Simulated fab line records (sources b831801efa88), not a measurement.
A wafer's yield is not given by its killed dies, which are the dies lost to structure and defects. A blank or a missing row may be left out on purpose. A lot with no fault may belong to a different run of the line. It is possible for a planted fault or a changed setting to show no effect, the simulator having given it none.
Chamber matching :: flow sky130 :: SKY_VIA3_ETCH_15 on rieDiel-01: 4 sister chambers
The step etches SiO2 in C4F8/O2/Ar, stops on TiN, target depth 507 nm, time 78 s. 16 wafers are shown with their chamber, then 8 later ones without.

## EACH WAFER AND ITS CHAMBER
wafer: L632.3
chamber: 3
oesProductAu (a.u.): 0.941

wafer: L632.4
chamber: 0
oesProductAu (a.u.): 0.943

wafer: L632.5
chamber: 3
oesProductAu (a.u.): 0.930

wafer: L633.4
chamber: 1
oesProductAu (a.u.): 0.941

wafer: L633.5
chamber: 1
oesProductAu (a.u.): 0.936

wafer: L633.6
chamber: 2
oesProductAu (a.u.): 0.927

wafer: L634.1
chamber: 2
oesProductAu (a.u.): 0.937

wafer: L634.3
chamber: 1
oesProductAu (a.u.): 0.934

wafer: L634.5
chamber: 0
oesProductAu (a.u.): 0.954

wafer: L635.3
chamber: 2
oesProductAu (a.u.): 0.939

wafer: L635.5
chamber: 0
oesProductAu (a.u.): 0.940

wafer: L635.6
chamber: 1
oesProductAu (a.u.): 0.930

wafer: L644.1
chamber: 2
oesProductAu (a.u.): 0.939

wafer: L644.2
chamber: 0
oesProductAu (a.u.): 0.935

wafer: L644.5
chamber: 0
oesProductAu (a.u.): 0.939

wafer: L650.1
chamber: 3
oesProductAu (a.u.): 0.932

SIGNATURES (means of the wafers above)
reading: oesProductAu
chamber 0: 0.94220
chamber 1: 0.93525
chamber 2: 0.93550
chamber 3: 0.93433
scatter within a chamber: 0.00604
Rule: a wafer lies at a distance from a chamber equal to the root of the sum of squares, over the readings, of (its reading less the chamber's mean, divided by the reading's scatter). If the next closest chamber is less than 2 further off than the closest, the wafer can't be placed; otherwise it belongs to the closest. The scatter is the square root of a quotient: the sum, over the shown wafers, of each reading's squared deviation from its chamber's mean, divided by wafers minus chambers.

## WAFERS WHOSE CHAMBER IS MISSING
wafer: L650.5
oesProductAu (a.u.): 0.930

wafer: L650.6
oesProductAu (a.u.): 0.950

wafer: L649.1
oesProductAu (a.u.): 0.937

wafer: L649.2
oesProductAu (a.u.): 0.939

wafer: L649.3
oesProductAu (a.u.): 0.934

wafer: L652.1
oesProductAu (a.u.): 0.942

wafer: L652.3
oesProductAu (a.u.): 0.938

wafer: L652.4
oesProductAu (a.u.): 0.951

## WHICH CHAMBER EACH WENT THROUGH
wafer: L650.5
from the rows above: can't be placed: 3 or 1 or 2 or 0
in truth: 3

wafer: L650.6
from the rows above: can't be placed: 0 or 2 or 1 or 3
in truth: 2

wafer: L649.1
from the rows above: can't be placed: 2 or 1 or 3 or 0
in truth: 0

wafer: L649.2
from the rows above: can't be placed: 0 or 2 or 1 or 3
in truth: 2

wafer: L649.3
from the rows above: can't be placed: 3 or 1 or 2 or 0
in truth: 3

wafer: L652.1
from the rows above: can't be placed: 0 or 2 or 1 or 3
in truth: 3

wafer: L652.3
from the rows above: can't be placed: 2 or 1 or 3 or 0
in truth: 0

wafer: L652.4
from the rows above: can't be placed: 0 or 2 or 1 or 3
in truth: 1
Correctly placed: 0 of 8. Unplaceable from these rows: 8, with the true chamber sitting among the candidates in 8. 0 placed wrongly.
